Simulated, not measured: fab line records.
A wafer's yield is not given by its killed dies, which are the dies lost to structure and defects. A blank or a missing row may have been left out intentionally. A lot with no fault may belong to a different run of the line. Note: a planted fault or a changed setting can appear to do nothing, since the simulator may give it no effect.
Struck lot and sound lot, side by side | flow sky130 | 21 out of 708 route steps
Sound: these wafers, L546.1, L546.5, L546.6. Struck: wafers L547.1, L547.3, L547.5. The cause comes at the end.
Each step with rows lists, per side, the tool, then ch with its chambers, then its first start. Under that, the readings that differ: sound wafers | struck wafers | difference of the means | sigmas: that difference in standard deviations of wafers without a fault.
alike: same words and numbers on both sides, and readings whose means sit less than 2 such deviations apart. not compared: any withheld reading, any reading some wafer has no value for, any bound like >300 that may hide the same value, and any number with overlapping values for which the record gives no deviation.
Wherever a step has rows on one side only, a row that says differs or no value, or a row with sigmas, the two part there. Non-overlapping numbers with no deviation appear without sigmas and do not part them. A reading that every wafer of one side lacks parts them only if that side has two wafers or more.

SKY_POLY_GATE_CD_MEAS_22:
  sound on cd_sem-01, day 19 02:19; struck on cd_sem-02, day 19 02:19
  alike: cd_nm
then, 7 steps without rows for these wafers: SKY_LDD_N_DEHYDRATE_00 (time 60 s); SKY_LDD_N_HMDS_01 (prime time 60 s); SKY_LDD_N_COAT_02 (resist thk 300 nm); SKY_LDD_N_SOFTBAKE_03 (time 60 s); SKY_LDD_N_EXPOSE_04 (exposes mask NTM, target cd 840 nm); SKY_LDD_N_PEB_05; SKY_LDD_N_DEVELOP_06 (develop time 60 s).
SKY_LDD_N_OVL_MEAS_07:
  sound on overlay-01, day 20 10:27; struck on overlay-02, day 20 10:09
  alike: LDD_N_OVL
then, 3 steps without rows for these wafers: SKY_LDD_N_IMPLANT_08; SKY_LDD_N_IMPLANT_09; SKY_LDD_N_IMPLANT_10.
SKY_LDD_N_IMPLANT_11:
  sound on implanter-04 ch 0, day 20 10:56; struck on implanter-03 ch 0, day 20 10:58
  alike: dose_ions_cm2
then, 4 steps without rows for these wafers: SKY_LDD_N_IMPLANT_12; SKY_LDD_N_IMPLANT_13; SKY_LDD_N_IMPLANT_14; SKY_LDD_N_IMPLANT_15.
SKY_LDD_N_STRIP_16: strips in O2/N2.
  sound on plasma_asher-01 ch 0,1, day 20 11:41; struck on plasma_asher-01 ch 1, day 20 11:50
  reading                      | sound             | struck            | difference | sigmas
  strip_time_to_endpoint_s (s) | 4.333 4.313 4.334 | 4.532 4.529 4.535 | +0.205     | +15
  alike: drypump_motor_current_A, oes_product_au
  not compared: rf_hours_counter_h
SKY_LDD_N_TW_MEAS_17:
  sound on film_metro-02, day 20 11:47; struck on film_metro-02, day 20 11:56
  reading  | sound          | struck         | difference | sigmas
  LDD_N_TW | 2600 2601 2590 | 2701 2706 2705 | +107       | +9
then, 1 step without rows for these wafers: SKY_LDD_P_DEHYDRATE_00 (time 60 s).
-- the record jumps here: 27 days lie between the struck wafers' starts before and after (it left off in module LDD_P and takes up again in module PAD_OPEN, whose first step shown is number 708 of the route) --
SKY_PAD_OPEN_PROBE_99:
  sound on prober-01, day 47 14:14; struck on prober-02, day 47 17:18
  reading                                | sound                | struck               | difference | sigmas
  model.etest.tip_n.rs_ohm_sq            | 440.4 444.8 442.9    | 388.1 390.1 393      | -52.3      |
  model.etest.nfet_01v8_lvt.vt_sat_v (V) | 0.5271 0.5262 0.5396 | 0.5195 0.5253 0.5228 | -0.0084    |
  alike: killed_at_M0_to_M3, killed_at_M4_up, killed_at_contacts, killed_at_front_end, killed_at_other, killed_dies, killed_open, killed_short
  not compared: model.etest.nfet_01v8_turned.vt_sat_v, model.etest.nfet_01v8.vt_sat_v

== WHERE THEY PART ==
Last at SKY_LDD_N_TW_MEAS_17 as far as this record goes, first at SKY_LDD_N_STRIP_16. Later steps at which nothing parts them and some readings are alike: SKY_PAD_OPEN_PROBE_99.

WHY: whatever the simulator had introduced
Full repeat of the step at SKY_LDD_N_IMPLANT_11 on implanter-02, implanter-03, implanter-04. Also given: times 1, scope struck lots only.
